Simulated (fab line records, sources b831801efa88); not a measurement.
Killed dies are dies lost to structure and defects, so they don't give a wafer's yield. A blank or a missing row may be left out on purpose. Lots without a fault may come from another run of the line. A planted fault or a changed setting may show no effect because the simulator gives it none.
Which tool did it? | flow sky130 | 7 lots, 21 wafers sampled, at 3 steps of a route of 708

WHAT THE GAUGES READ, wafer by wafer
SKY_LDD_HVP_OVL_MEAS_07.
lot  | measured     | on         | LDD_HVP_OVL (nm)
L107 | day 22 01:58 | overlay-02 | 1.8 2.5 2.0
L110 | day 23 00:20 | overlay-02 | 5.4 3.9 2.7
L112 | day 24 23:13 | overlay-02 | 1.1 -0.2 1.6
L118 | day 27 03:46 | overlay-01 | 2.9 1.7 3.7
L122 | day 28 00:26 | overlay-02 | - - -
L123 | day 28 15:25 | overlay-02 | 3.0 2.6 2.5
L127 | day 29 07:55 | overlay-01 | 0.5 1.0 3.8

WHICH TOOL RAN EACH LOT (tool, then ch and the chambers of the sampled wafers, then the start)
lot  | SKY_VT_ADJUST_PCH_STRIP_09           | SKY_LDD_HVP_COAT_02
L107 | plasma_asher-03 ch 1, day 10 16:34   | litho_track-01 ch 0, day 21 09:44
L110 | plasma_asher-02 ch 0,1, day 11 19:33 | litho_track-02 ch 0, day 22 09:07
L112 | plasma_asher-03 ch 0,1, day 13 00:46 | litho_track-02 ch 0, day 24 08:34
L118 | plasma_asher-02 ch 0,1, day 15 09:36 | litho_track-02 ch 0, day 26 12:19
L122 | plasma_asher-01 ch 0,1, day 16 02:49 | litho_track-03, day 27 10:28
L123 | plasma_asher-01 ch 0,1, day 16 16:53 | litho_track-01 ch 0, day 28 00:33
L127 | plasma_asher-01 ch 0,1, day 17 11:27 | litho_track-02 ch 0, day 28 18:20
- SKY_VT_ADJUST_PCH_STRIP_09: strips in O2/N2.
- SKY_LDD_HVP_COAT_02: resist thk 300 nm.

THE ANSWER, worked out from the rows above alone
Rule: what is usual is taken from the lots themselves. Put in order of their means at a reading, lots are off if they are a third of the lots or fewer, leave a main group of 4 or more, and stand apart from it by a gap of 3 or more times the standard deviation of the main group's means; of several such gaps the widest counts. A main group whose means are all the same, to the digits that the tables above print for the reading, isn't used. A lot without any number at a reading at which 4 lots or more have one is off too. The other lots that the step has rows for count as sound.
Off: L122, at SKY_LDD_HVP_OVL_MEAS_07 (LDD_HVP_OVL). Without a number there: L122. The main group: mean 2.4 nm, standard deviation 0.98.
A tool fits if, at a process step before that reading, it ran every lot that is off, and no sound lot after the first of them. The gauges at SKY_LDD_HVP_OVL_MEAS_07 are tried like those tools. One fits: litho_track-03 at SKY_LDD_HVP_COAT_02. It ran no sound lot before its first lot that is off in this sample, so the start can't be narrowed down.

WHAT THE SIMULATOR HAD PUT IN
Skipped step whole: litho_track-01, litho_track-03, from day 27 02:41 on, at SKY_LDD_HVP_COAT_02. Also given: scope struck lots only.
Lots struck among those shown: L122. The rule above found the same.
